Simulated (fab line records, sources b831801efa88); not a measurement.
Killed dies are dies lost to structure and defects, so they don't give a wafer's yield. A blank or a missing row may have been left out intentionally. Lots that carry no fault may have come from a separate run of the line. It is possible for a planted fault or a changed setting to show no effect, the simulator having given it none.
fab line records ; flow sky130 ; part 2 of 2: steps 32 to 43 of 43
[record] lots = 5; wafers = 15; last_day = 50
route steps=708 shown CAPM@549 METAL3@555 VIA3@573
lots with no fault: from the same line, run without faults
start_h: the number of hours between the record's first day and the start of the first shown wafer of the lot ; wait_h: hours elapsed since this lot's preceding step ; " same as the row above ; L1.1+2: one row covering several wafers at once ; - no value present, or no start provided ; * or withheld: withheld ; < > ~ a bound
route shown NAME@n: NAME is a module with steps in the file, n the number in the route of the first one ; usual: mean/standard deviation taken from wafers without a fault ; same: alike in all rows ; chamber/n: place in a boat ; sites: each site's reading ; _std_site: how widely they spread, as a standard deviation ; _edge_site: mean of outer sites minus mean of inner sites ; radius_mm: how far each site lies from the wafer's centre ; mask NAME#n: copy n ; behind: the last tool/chamber to shape the wafer ; hold: why the lot was held/for how many hours/how that ended ; device: the n, p or np transistor that did not switch ; end of line: the tests these same wafers got at the end of their route ; a step without rows: its recipe alone ; killed: the dies lost at the first sort to structure and to defects; this is not the yield of the wafer ; map: dies across one wafer; x = killed, . = not, _ = none there
set.NAME: setting as actually run; set.NAME@STEP: the setting as run at that earlier step ; model.NAME: the simulator's own value behind a step, which no gauge read
a table for each step, a row for each wafer; lots at some steps of the route
services: from which hour (start_h, from the record's first day; less than 0 if before it) a tool's chamber was out of use, for how many hours, and why
[[steps]]
[step SKY_VIA3_COAT_07]
[recipe] resist = KrF-thick; spin_rpm = 3000; resist_thk_nm = 450
lot.wafer;tool;chamber;start_h;wait_h
L078.4+5+6;litho_track-01;0;-;-
L079.1+4+5;litho_track-01;0;-;-
L083.4+5+6;litho_track-02;0;-;-
L086.3+4+6;litho_track-01;0;-;-
L096.4+5+6;litho_track-04;0;-;-
[step SKY_VIA3_SOFTBAKE_08]
[recipe] temp_c = 100; time_s = 90; resist = KrF-thick
lot.wafer;tool;chamber;start_h;wait_h
L078.4+5+6;litho_track-01;0;-;-
L079.1+4+5;litho_track-01;0;-;-
L083.4+5+6;litho_track-02;0;-;-
L086.3+4+6;litho_track-01;0;-;-
L096.4+5+6;litho_track-04;0;-;-
[step SKY_VIA3_EXPOSE_09]
[recipe] mask_id = VIM3; na = 0.8; source_shape = annular; sigma_inner = 0.55; sigma_outer = 0.85; target_cd_nm = 200; dose_mj = 38
lot.wafer;tool;chamber;start_h;wait_h;mask
L078.4+5+6;krf_scanner-01;0;-;-;VIM3#0
L079.1+4+5;krf_scanner-01;0;-;-;VIM3#0
L083.4+5+6;krf_scanner-02;0;-;-;VIM3#0
L086.3+4+6;krf_scanner-01;0;-;-;VIM3#0
L096.4+5+6;krf_scanner-01;0;-;-;VIM3#0
[step SKY_VIA3_PEB_10]
[recipe] peb_temp_c = withheld; peb_time_s = withheld; resist = KrF-thick
lot.wafer;tool;chamber;start_h;wait_h
L078.4+5+6;litho_track-02;0;-;-
L079.1+4+5;litho_track-01;0;-;-
L083.4+5+6;litho_track-04;0;-;-
L086.3+4+6;litho_track-02;0;-;-
L096.4+5+6;litho_track-01;0;-;-
[step SKY_VIA3_DEVELOP_11]
[recipe] develop_time_s = 60; resist = KrF-thick; dev_temp_c = 21
lot.wafer;tool;chamber;start_h;wait_h
L078.4+5+6;litho_track-02;0;-;-
L079.1+4+5;litho_track-01;0;-;-
L083.4+5+6;litho_track-04;0;-;-
L086.3+4+6;litho_track-02;0;-;-
L096.4+5+6;litho_track-01;0;-;-
[step SKY_VIA3_CD_MEAS_12]
[recipe] target_cd_nm = 200
[usual] cd_nm = 199.6/1.6
lot.wafer;tool;chamber;start_h;wait_h;cd_nm
L078.4;cd_sem-02;-;965.83;-;197.6
L078.5;cd_sem-02;-;965.83;-;197.8
L078.6;cd_sem-02;-;965.83;-;198.1
L079.1;cd_sem-02;-;967.47;-;198.7
L079.4;cd_sem-02;-;967.47;-;199.6
L079.5;cd_sem-02;-;967.47;-;199.3
L083.4;cd_sem-01;-;995.23;-;201.3
L083.5;cd_sem-01;-;995.23;-;200.1
L083.6;cd_sem-01;-;995.23;-;201.6
L086.3;cd_sem-01;-;1014.31;-;198.9
L086.4;cd_sem-01;-;1014.31;-;198.3
L086.6;cd_sem-01;-;1014.31;-;199.1
L096.4;cd_sem-01;-;1082.33;-;197.7
L096.5;cd_sem-01;-;1082.33;-;197.9
L096.6;cd_sem-01;-;1082.33;-;198.4
[step SKY_VIA3_OVL_MEAS_13]
[usual] VIA3_OVL = -1/6.8
lot.wafer;tool;chamber;start_h;wait_h;VIA3_OVL[nm]
L078.4;overlay-02;-;965.91;0.1;-10
L078.5;overlay-02;-;965.91;0.1;-4
L078.6;overlay-02;-;965.91;0.1;-15
L079.1;overlay-01;-;967.59;0.1;-3
L079.4;overlay-01;-;967.59;0.1;10
L079.5;overlay-01;-;967.59;0.1;-4
L083.4;overlay-02;-;995.31;0.1;-1
L083.5;overlay-02;-;995.31;0.1;-8
L083.6;overlay-02;-;995.31;0.1;-4
L086.3;overlay-02;-;1014.40;0.1;5
L086.4;overlay-02;-;1014.40;0.1;1
L086.6;overlay-02;-;1014.40;0.1;-1
L096.4;overlay-01;-;1082.41;0.1;-4
L096.5;overlay-01;-;1082.41;0.1;3
L096.6;overlay-01;-;1082.41;0.1;-5
[step SKY_VIA3_ETCH_14]
[recipe] chemistry = N2/H2; target = BARC; ion_energy_ev = 200; source_w = 500; bias_w = 100; pressure_mtorr = 30; n2_flow_sccm = 100; h2_flow_sccm = 200; stop_on = SiO2; time_s = 45.9; target_depth_a = 600
[usual] drypump_motor_current_A = 5.7/0.48; oes_product_au = 0.855/0.005; throttle_valve_pct = 13.225/0.0082
lot.wafer;tool;chamber;start_h;wait_h;drypump_motor_current_A;oes_product_au;rf_hours_counter_h;throttle_valve_pct
L078.4;rie_diel-02;2;965.92;0.0;5.9;0.859;6;13.229
L078.5;rie_diel-02;0;965.92;0.0;6.2;0.865;-;13.229
L078.6;rie_diel-02;3;965.92;0.0;6.2;0.855;-;13.223
L079.1;rie_diel-04;1;967.63;0.0;5.1;0.853;22;13.226
L079.4;rie_diel-04;0;967.63;0.0;5.8;0.860;19;13.229
L079.5;rie_diel-04;3;967.63;0.0;5.8;0.856;-;13.228
L083.4;rie_diel-01;1;995.33;0.0;5.2;0.848;17;13.232
L083.5;rie_diel-01;1;995.33;0.0;5.2;0.846;-;13.213
L083.6;rie_diel-01;2;995.33;0.0;5.3;0.850;-;13.233
L086.3;rie_diel-02;3;1014.42;0.0;6.2;0.848;17;13.243
L086.4;rie_diel-02;2;1014.42;0.0;5.8;0.849;8;13.230
L086.6;rie_diel-02;3;1014.42;0.0;6.2;0.849;-;13.220
L096.4;rie_diel-01;2;1082.43;0.0;5.3;0.860;17;13.234
L096.5;rie_diel-01;3;1082.43;0.0;5.1;0.853;-;13.219
L096.6;rie_diel-01;0;1082.43;0.0;5.7;0.858;-;13.222
[step SKY_VIA3_ETCH_15]
[recipe] target = SiO2; chemistry = C4F8/O2/Ar; target_depth_nm = 507; stop_on = TiN; mask_material = KrF-thick; source_w = 1500; bias_w = 1200; pressure_mtorr = 40; c4f8_flow_sccm = withheld; O2_flow_sccm = 6; Ar_flow_sccm = 300; time_s = 78
[usual] oes_product_au = 0.946/0.0045
lot.wafer;tool;chamber;start_h;wait_h;oes_product_au;rf_hours_counter_h
L078.4;rie_diel-02;2;965.97;0.0;0.949;6
L078.5;rie_diel-02;0;965.97;0.0;0.948;-
L078.6;rie_diel-02;3;965.97;0.0;0.941;-
L079.1;rie_diel-04;1;967.67;0.0;0.946;22
L079.4;rie_diel-04;0;967.67;0.0;0.941;19
L079.5;rie_diel-04;3;967.67;0.0;0.947;-
L083.4;rie_diel-01;1;995.37;0.0;0.942;17
L083.5;rie_diel-01;1;995.37;0.0;0.938;-
L083.6;rie_diel-01;2;995.37;0.0;0.940;-
L086.3;rie_diel-02;3;1014.47;0.0;0.946;17
L086.4;rie_diel-02;2;1014.47;0.0;0.954;8
L086.6;rie_diel-02;3;1014.47;0.0;0.950;-
L096.4;rie_diel-01;2;1082.47;0.0;0.948;17
L096.5;rie_diel-01;3;1082.47;0.0;0.932;-
L096.6;rie_diel-01;0;1082.47;0.0;0.950;-
[step SKY_VIA3_STRIP_16]
[recipe] chemistry = O2/N2; power_w = 1400; pressure_mtorr = 1500; platen_temp_c = withheld; o2_flow_sccm = 3000; n2_flow_sccm = 300; overash_fraction = 0.5
[usual] drypump_motor_current_A = 5.65/0.17; oes_product_au = 0.402/0.0042; strip_time_to_endpoint_s = 4.130/0.02
lot.wafer;tool;chamber;start_h;wait_h;drypump_motor_current_A;oes_product_au;rf_hours_counter_h;strip_time_to_endpoint_s
L078.4;plasma_asher-03;1;966.06;0.1;5.43;0.400;-;4.123
L078.5;plasma_asher-03;1;966.06;0.1;5.42;0.399;-;4.094
L078.6;plasma_asher-03;0;966.06;0.1;5.87;0.403;-;4.137
L079.1;plasma_asher-01;0;967.73;0.0;5.51;0.411;54;4.158
L079.4;plasma_asher-01;1;967.73;0.0;5.76;0.398;-;4.132
L079.5;plasma_asher-01;0;967.73;0.0;5.50;0.403;-;4.160
L083.4;plasma_asher-01;1;995.47;0.1;5.75;0.401;-;4.116
L083.5;plasma_asher-01;0;995.47;0.1;5.50;0.402;-;4.119
L083.6;plasma_asher-01;1;995.47;0.1;5.74;0.399;-;4.097
L086.3;plasma_asher-03;0;1014.56;0.1;5.86;0.408;-;4.141
L086.4;plasma_asher-03;1;1014.56;0.1;5.46;0.404;-;4.150
L086.6;plasma_asher-03;0;1014.56;0.1;5.87;0.400;-;4.137
L096.4;plasma_asher-03;1;1082.56;0.1;5.39;0.405;-;4.132
L096.5;plasma_asher-03;1;1082.56;0.1;5.40;0.401;-;4.116
L096.6;plasma_asher-03;0;1082.56;0.1;5.87;0.398;-;4.107
[step SKY_VIA3_STRIP_17]
[recipe] chemistry = post_etch_residue_remover; time_s = 1200; temp_c = 72.5
lot.wafer;tool;chamber;start_h;wait_h
L078.4+5+6;wet_bench-01;2;966.13;0.0
L079.1+4+5;wet_bench-01;1;967.83;0.1
L083.4+5+6;wet_bench-02;0;995.53;0.0
L086.3+4+6;wet_bench-02;3;1014.63;0.0
L096.4+5+6;wet_bench-02;2;1082.63;0.0
[step SKY_VIA3_CLEAN_18]
[recipe] chemistry = IPA; time_s = 180; temp_c = 25
lot.wafer;tool;chamber;start_h;wait_h
L078.4+5+6;wet_bench-03;1;966.47;0.0
L079.1+4+5;wet_bench-02;3;968.17;0.0
L083.4+5+6;wet_bench-01;0;995.87;0.0
L086.3+4+6;wet_bench-03;0;1014.97;0.0
L096.4+5+6;wet_bench-02;1;1082.97;0.0
[[services]]
tool;chamber;start_h;hours;kind
krf_scanner-01;-;899.11;1.3;pm
krf_scanner-02;-;900.64;4.0;pm
rie_diel-01;3;918.33;4.6;repair
plasma_asher-01;-;919.90;4.3;pm
wet_bench-01;-;924.31;1.9;pm
rie_diel-01;2;940.84;7.3;repair
krf_scanner-02;-;947.51;1.3;pm
plasma_asher-03;-;949.05;14.6;pm
krf_scanner-01;-;956.66;0.5;repair
rie_metal-03;-;959.78;0.1;repair
krf_scanner-01;-;966.41;3.4;repair
rie_diel-01;1;969.33;19.9;repair
rie_diel-02;3;974.01;12.0;repair
krf_scanner-01;-;981.18;0.8;pm
rie_metal-02;-;1000.08;1.2;repair
krf_scanner-01;-;1007.38;10.5;repair
rie_diel-01;-;1028.10;4.2;repair
wet_bench-04;-;1037.43;0.5;repair
wet_bench-02;-;1045.88;1.9;pm
krf_scanner-01;-;1052.41;1.0;pm
rie_diel-01;1;1053.00;20.2;repair
rie_diel-01;-;1056.77;2.8;pm
krf_scanner-01;-;1064.37;4.4;pm
krf_scanner-01;-;1075.01;1.3;pm
